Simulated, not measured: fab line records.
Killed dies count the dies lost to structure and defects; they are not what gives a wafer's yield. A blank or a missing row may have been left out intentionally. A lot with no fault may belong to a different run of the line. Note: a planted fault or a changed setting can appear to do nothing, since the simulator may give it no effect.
A lot that was struck, set against a sound lot + flow gf180mcu + 17 out of 602 route steps
Sound: the wafers L836.2, L836.5, L836.6. Wafers struck: L841.1, L841.2, L841.6. Last of all comes the cause.
At each step with rows: each side's tool, then ch and its chambers, then its first start. Under that, the readings that differ: sound wafers + struck wafers + difference of the means + sigmas: that difference in standard deviations of wafers without a fault.
alike: same words and numbers on both sides, and readings whose means sit less than 2 such deviations apart. not compared: any withheld reading, any reading some wafer has no value for, any bound like >300 that may hide the same value, and any number with overlapping values for which the record gives no deviation.
A row with sigmas, a row that says differs or no value, or rows on one side alone: a step with any of these is where the two part. Non-overlapping numbers with no deviation appear without sigmas and do not part them. Lack of a reading on every wafer of one side parts them only where that side has two or more wafers.

first, 4 steps without rows for these wafers: GF_VT_IMPLANT_SOFTBAKE_25 (time 60 s); GF_VT_IMPLANT_EXPOSE_26 (exposes mask LVPWELL HV AREA, target cd 860 nm); GF_VT_IMPLANT_PEB_27; GF_VT_IMPLANT_DEVELOP_28 (develop time 60 s).
GF_VT_IMPLANT_OVL_MEAS_29:
  sound: overlay-01 at day 10 03:32; struck: overlay-01 at day 11 08:27
  alike: VT_IMPLANT_02_OVL
then, 1 step without rows for these wafers: GF_VT_IMPLANT_IMPLANT_30.
GF_VT_IMPLANT_STRIP_31: strips in O2/N2.
  sound on plasma_asher-03 ch 0,1, day 10 03:43; struck on plasma_asher-01 ch 0,1, day 11 08:43
  alike: drypump_motor_current_A, heater_power_w, oes_product_au, strip_time_to_endpoint_s
  not compared: rf_hours_counter_h
GF_VT_IMPLANT_TW_MEAS_32:
  sound: film_metro-04 at day 10 03:50; struck: film_metro-04 at day 11 08:49
  alike: VT_IMPLANT_3_TW
then, 4 steps without rows for these wafers: GF_VT_IMPLANT_DEHYDRATE_33 (time 57.75 s); GF_VT_IMPLANT_HMDS_34 (prime time 60 s); GF_VT_IMPLANT_COAT_35 (resist thk 1000 nm); GF_VT_IMPLANT_SOFTBAKE_36 (time 60 s).
GF_VT_IMPLANT_EXPOSE_37: exposes mask Nwell HV AREA, target cd 860 nm.
  sound on iline_stepper-01 ch 0, day 10 12:38; struck on iline_stepper-02 ch 0, day 11 17:53
| reading                            | sound                | struck            | difference | sigmas |
|------------------------------------|----------------------|-------------------|------------|--------|
| model.VT_IMPLANT.overlay_x_nm (nm) | -1.016 -1.016 -1.016 | 181.8 181.8 181.8 | +182.8     |        |
  alike: mask, exposure_dose_mJ_cm2, reticle_temp_C
then, 2 steps without rows for these wafers: GF_VT_IMPLANT_PEB_38; GF_VT_IMPLANT_DEVELOP_39 (develop time 60 s).
GF_VT_IMPLANT_OVL_MEAS_40:
  sound: overlay-02 at day 10 21:29; struck: overlay-02 at day 12 03:33
| reading                | sound         | struck            | difference | sigmas      |
|------------------------|---------------|-------------------|------------|-------------|
| VT_IMPLANT_03_OVL (nm) | 0.0 -1.4 -2.0 | 183.0 182.5 184.0 | +184.3     | +99 or more |
  not compared: hold
then, 1 step without rows for these wafers: GF_PASSIVATION_PROBE_99.

## WHERE THEY PART
Only at GF_VT_IMPLANT_OVL_MEAS_40, within this record.

WHY: whatever the simulator had introduced
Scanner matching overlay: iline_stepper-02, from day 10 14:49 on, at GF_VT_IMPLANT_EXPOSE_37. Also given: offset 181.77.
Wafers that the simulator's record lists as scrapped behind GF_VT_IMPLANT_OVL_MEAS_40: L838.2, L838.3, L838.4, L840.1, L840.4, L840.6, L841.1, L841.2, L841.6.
